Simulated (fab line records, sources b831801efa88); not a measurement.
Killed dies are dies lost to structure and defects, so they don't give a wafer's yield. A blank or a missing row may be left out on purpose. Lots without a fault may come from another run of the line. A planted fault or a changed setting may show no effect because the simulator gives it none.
Which tool did it? | flow gf180mcu | 12 lots, 36 wafers sampled, at 1 step of a route of 602

WHAT THE GAUGES READ, wafer by wafer
GF_STI_THK_MEAS_22.
lot  | measured    | on            | STI_OXIDATION_01_THK (nm)
L075 | day 2 08:04 | film_metro-01 | 14.8 14.8 14.9
L077 | day 2 20:10 | film_metro-02 | 14.7 15.0 14.8
L079 | day 3 04:43 | film_metro-02 | 15.2 15.1 15.0
L081 | day 3 15:24 | film_metro-04 | 15.5 15.3 15.2
L083 | day 4 02:05 | film_metro-02 | 14.7 14.8 15.0
L085 | day 4 12:42 | film_metro-04 | 15.4 15.6 15.5
L087 | day 5 01:52 | film_metro-02 | 14.7 14.8 14.7
L089 | day 5 09:22 | film_metro-02 | 14.6 14.6 14.5
L091 | day 5 22:52 | film_metro-01 | 14.9 14.6 15.0
L093 | day 6 07:06 | film_metro-02 | 14.8 15.0 15.2
L095 | day 6 17:39 | film_metro-02 | 14.8 14.8 14.7
L097 | day 7 03:47 | film_metro-04 | 14.4 14.3 14.5

WHICH TOOL RAN EACH LOT (tool, then ch and the chambers of the sampled wafers, then the start)
The record holds no process step before these readings.

THE ANSWER, worked out from the rows above alone
Rule: what is usual is taken from the lots themselves. Put in order of their means at a reading, lots are off if they are a third of the lots or fewer, leave a main group of 4 or more, and stand apart from it by a gap of 3 or more times the standard deviation of the main group's means; of several such gaps the widest counts. A main group whose means are all the same, to the digits that the tables above print for the reading, isn't used. A lot without any number at a reading at which 4 lots or more have one is off too. The other lots that the step has rows for count as sound.
No lot is off at any reading shown: from this, nothing can be told.

WHAT THE SIMULATOR HAD PUT IN
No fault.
